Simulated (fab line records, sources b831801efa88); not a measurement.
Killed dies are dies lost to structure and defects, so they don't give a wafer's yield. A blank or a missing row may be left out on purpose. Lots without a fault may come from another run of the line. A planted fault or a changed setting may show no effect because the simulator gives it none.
Which tool did it? | flow gf180mcu | 12 lots, 36 wafers sampled, at 4 steps of a route of 602

WHAT THE GAUGES READ, wafer by wafer
GF_V5_THK_MEAS_03. Usual: V5_CVD_02_THK 1471 nm, standard deviation 19.
lot  | measured     | on            | V5_CVD_02_THK (nm) | flag
L862 | day 27 10:10 | film_metro-04 | 1484 1506 1510     |
L866 | day 28 10:52 | film_metro-01 | 1454 1470 1448     |
L868 | day 29 04:40 | film_metro-01 | 1452 1447 1472     |
L869 | day 29 10:38 | film_metro-03 | 1440 1443 1476     |
L871 | day 29 23:20 | film_metro-04 | 1462 1485 1475     |
L872 | day 30 05:25 | film_metro-01 | 1474 1470 1475     |
L873 | day 30 14:35 | film_metro-04 | 1476 1467 1495     |
L877 | day 31 17:04 | film_metro-01 | 1441 1467 570      | OFF
L878 | day 31 23:14 | film_metro-03 | 1465 1491 1485     |
L879 | day 32 02:26 | film_metro-03 | 601 1488 598       | OFF
L880 | day 32 10:17 | film_metro-04 | 561 1461 1488      | OFF
L885 | day 33 12:32 | film_metro-01 | 1446 1448 1478     |

WHICH TOOL RAN EACH LOT (tool, then ch and the chambers of the sampled wafers, then the start)
lot  | GF_MIM_SPUTTER_09            | GF_MIM_METAL_ETCH_19              | GF_V5_CVD_02
L862 | pvd_sputter-03, day 25 13:56 | rie_metal-02 ch 0,1, day 26 11:42 | pecvd-02 ch 0,1, day 27 10:03
L866 | pvd_sputter-01, day 26 17:11 | rie_metal-03 ch 0,1, day 27 13:15 | pecvd-02 ch 0,1,2, day 28 10:46
L868 | pvd_sputter-02, day 27 10:33 | rie_metal-03 ch 0,1, day 28 07:18 | pecvd-03 ch 0,2, day 29 04:33
L869 | pvd_sputter-01, day 27 16:13 | rie_metal-03 ch 1, day 28 12:54   | pecvd-02 ch 0,1,2, day 29 10:31
L871 | pvd_sputter-03, day 28 07:35 | rie_metal-04 ch 0,1, day 29 02:45 | pecvd-03 ch 0,1,2, day 29 23:14
L872 | pvd_sputter-03, day 28 12:07 | rie_metal-03 ch 0,1, day 29 08:25 | pecvd-03 ch 0,1,2, day 30 05:19
L873 | pvd_sputter-02, day 29 00:07 | rie_metal-04 ch 0,1, day 29 18:51 | pecvd-02 ch 0,1, day 30 14:28
L877 | pvd_sputter-03, day 30 03:22 | rie_metal-04 ch 0,1, day 30 21:44 | pecvd-03 ch 1,2, day 31 16:53
L878 | pvd_sputter-01, day 30 08:35 | rie_metal-02 ch 0, day 31 03:36   | pecvd-04 ch 0,1,2, day 31 23:07
L879 | pvd_sputter-02, day 30 13:28 | rie_metal-02 ch 0, day 31 06:56   | pecvd-03 ch 1,2, day 32 02:16
L880 | pvd_sputter-01, day 30 21:38 | rie_metal-04 ch 0,1, day 31 15:36 | pecvd-03 ch 0,2, day 32 10:11
L885 | pvd_sputter-02, day 32 01:47 | rie_metal-03 ch 0,1, day 32 18:33 | pecvd-02 ch 0,2, day 33 12:26
- GF_MIM_SPUTTER_09: material TiN, target thk 35 nm, time 29.2 s.
- GF_MIM_METAL_ETCH_19: etches the open film in Cl2/BCl3, stops on Si3N4, target depth 324.5 nm, time 54.1 s.
- GF_V5_CVD_02: deposits SiO2 from TEOS, target thk 1450 nm, time 163.28 s.

WHAT THE TOOLS THEMSELVES READ (means of the sampled wafers that have a number; where no wafer has one, the mark that the record gives instead)
GF_MIM_SPUTTER_09. Usual: throttle_valve_pct 29.9 %, standard deviation 0.75.
lot  | tool           | throttle_valve_pct (%) | flag
L862 | pvd_sputter-03 | 29.8                   |
L866 | pvd_sputter-01 | 29.7                   |
L868 | pvd_sputter-02 | 29.2                   |
L869 | pvd_sputter-01 | 29.7                   |
L871 | pvd_sputter-03 | 29.5                   |
L872 | pvd_sputter-03 | 31.0                   |
L873 | pvd_sputter-02 | 30.3                   |
L877 | pvd_sputter-03 | 30.2                   |
L878 | pvd_sputter-01 | 29.3                   |
L879 | pvd_sputter-02 | 30.1                   |
L880 | pvd_sputter-01 | 30.1                   |
L885 | pvd_sputter-02 | 29.1                   |

GF_MIM_METAL_ETCH_19. Usual: drypump_motor_current_A 5.5 A, standard deviation 0.45; oes_product_au 0.940 a.u., standard deviation 0.0067; throttle_valve_pct 28.285 %, standard deviation 0.01.
lot  | tool         | drypump_motor_current_A (A) | oes_product_au (a.u.) | throttle_valve_pct (%) | flag
L862 | rie_metal-02 | 5.2                         | 0.939                 | 28.283                 |
L866 | rie_metal-03 | 5.7                         | 0.950                 | 28.270                 |
L868 | rie_metal-03 | 5.3                         | 0.933                 | 28.288                 |
L869 | rie_metal-03 | 5.9                         | 0.942                 | 28.284                 |
L871 | rie_metal-04 | 5.9                         | 0.937                 | 28.293                 |
L872 | rie_metal-03 | 5.3                         | 0.933                 | 28.294                 |
L873 | rie_metal-04 | 5.9                         | 0.947                 | 28.285                 |
L877 | rie_metal-04 | 6.1                         | 0.936                 | 28.285                 |
L878 | rie_metal-02 | 5.4                         | 0.942                 | 28.281                 |
L879 | rie_metal-02 | 5.5                         | 0.938                 | 28.292                 |
L880 | rie_metal-04 | 5.9                         | 0.941                 | 28.294                 |
L885 | rie_metal-03 | 5.3                         | 0.945                 | 28.284                 |

GF_V5_CVD_02. Usual: heater_power_w 667 W, standard deviation 130.
lot  | tool     | heater_power_w (W) | flag
L862 | pecvd-02 | 585                |
L866 | pecvd-02 | 712                |
L868 | pecvd-03 | 698                |
L869 | pecvd-02 | 703                |
L871 | pecvd-03 | 676                |
L872 | pecvd-03 | 554                |
L873 | pecvd-02 | 600                |
L877 | pecvd-03 | 620                |
L878 | pecvd-04 | 610                |
L879 | pecvd-03 | 594                |
L880 | pecvd-03 | 720                |
L885 | pecvd-02 | 810                |

THE ANSWER, worked out from the rows above alone
Rule: a lot is off if the mean of its wafers that have a number lies more than 3 standard deviations from the usual mean. A lot without any number at a reading at which 4 lots or more have one is off too. The other lots that the step has rows for count as sound. The gauges are gone through in route order, then the tools' own readings, and for those a lot's mean is taken as printed above. The first step at which some lot is off is used, and at that step the reading that is off furthest; a lot without a number counts as furthest.
Off: L877, L879, L880, at GF_V5_THK_MEAS_03 (V5_CVD_02_THK).
A tool fits if, at a process step before that reading, it ran every lot that is off, and no sound lot after the first of them. The gauges at GF_V5_THK_MEAS_03 are tried like those tools. One fits: pecvd-03 at GF_V5_CVD_02. Its last sound lot is L872 (day 30 05:19), its first lot that is off L877 (day 31 16:53): a fault that began between those two fits.

WHAT THE SIMULATOR HAD PUT IN
Process parameter drift: pecvd-03, from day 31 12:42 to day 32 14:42, at GF_V5_CVD_02. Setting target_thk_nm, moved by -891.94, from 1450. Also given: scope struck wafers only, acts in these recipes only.
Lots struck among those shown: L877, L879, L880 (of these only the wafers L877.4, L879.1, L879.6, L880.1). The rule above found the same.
